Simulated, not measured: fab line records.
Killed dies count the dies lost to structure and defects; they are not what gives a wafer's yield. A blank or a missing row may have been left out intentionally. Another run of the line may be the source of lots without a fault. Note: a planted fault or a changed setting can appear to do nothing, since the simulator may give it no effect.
What tool caused it? || flow sky130 || 6 lots with 18 wafers sampled at 2 steps, on a route of 708 steps

== WHAT EACH GAUGE READ, for each wafer ==
SKY_VT_ADJUST_LVTN_TW_MEAS_10.
{"lot": "L680", "measured": "day 7 05:55", "on": "film_metro-01", "VT_ADJUST_LVTN_TW": "243.7 242.7 243.9"}
{"lot": "L682", "measured": "day 7 22:07", "on": "film_metro-03", "VT_ADJUST_LVTN_TW": "241.7 241.2 243.0"}
{"lot": "L684", "measured": "day 8 09:09", "on": "film_metro-04", "VT_ADJUST_LVTN_TW": "242.4 241.9 242.9"}
{"lot": "L694", "measured": "day 10 21:25", "on": "film_metro-01", "VT_ADJUST_LVTN_TW": "207.2 208.3 207.4 208.0 208.2 208.3"}
{"lot": "L696", "measured": "day 11 09:19", "on": "film_metro-03", "VT_ADJUST_LVTN_TW": "242.8 243.1 243.9"}
{"lot": "L698", "measured": "day 11 21:58", "on": "film_metro-01", "VT_ADJUST_LVTN_TW": "243.5 241.6 243.2"}

== WHICH TOOL RAN EACH LOT (tool, then ch and the chambers of the sampled wafers, then the start) ==
{"lot": "L680", "SKY_VT_ADJUST_LVTN_IMPLANT_08": "implanter-01 ch 0, day 7 05:40"}
{"lot": "L682", "SKY_VT_ADJUST_LVTN_IMPLANT_08": "implanter-01 ch 0, day 7 21:52"}
{"lot": "L684", "SKY_VT_ADJUST_LVTN_IMPLANT_08": "implanter-04 ch 0, day 8 08:57"}
{"lot": "L694", "SKY_VT_ADJUST_LVTN_IMPLANT_08": "implanter-04 ch 0, day 10 21:11"}
{"lot": "L696", "SKY_VT_ADJUST_LVTN_IMPLANT_08": "implanter-03 ch 0, day 11 09:05"}
{"lot": "L698", "SKY_VT_ADJUST_LVTN_IMPLANT_08": "implanter-03 ch 0, day 11 21:43"}
- SKY_VT_ADJUST_LVTN_IMPLANT_08

== THE ANSWER, worked out from the rows above alone ==
Rule: what is usual is taken from the lots themselves. Put in order of their means at a reading, lots are off if they are a third of the lots or fewer, leave a main group of 4 or more, and stand apart from it by a gap of 3 or more times the standard deviation of the main group's means; of several such gaps the widest counts. Not used: any main group whose means are identical at the precision the tables above print for the reading. Also off: a lot with no number at a reading for which 4 or more lots have one. All remaining lots with rows at the step are treated as sound.
Off: L694, seen at SKY_VT_ADJUST_LVTN_TW_MEAS_10 (VT_ADJUST_LVTN_TW). Mean 242.8 and standard deviation 0.54 in the main group.
A tool fits if, at a process step before that reading, it ran every lot that is off, and no sound lot after the first of them. The gauges at SKY_VT_ADJUST_LVTN_TW_MEAS_10 are tried like those tools. One fits: implanter-04 at SKY_VT_ADJUST_LVTN_IMPLANT_08. A fault onset in the window from L684 (day 8 08:57, its last sound lot) to L694 (day 10 21:11, its first lot off) fits.

== WHAT THE SIMULATOR HAD PUT IN ==
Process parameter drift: implanter-04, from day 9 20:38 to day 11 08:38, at SKY_VT_ADJUST_LVTN_IMPLANT_08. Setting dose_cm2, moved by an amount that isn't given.
Lots struck among those shown: L694. The rule above found the same.
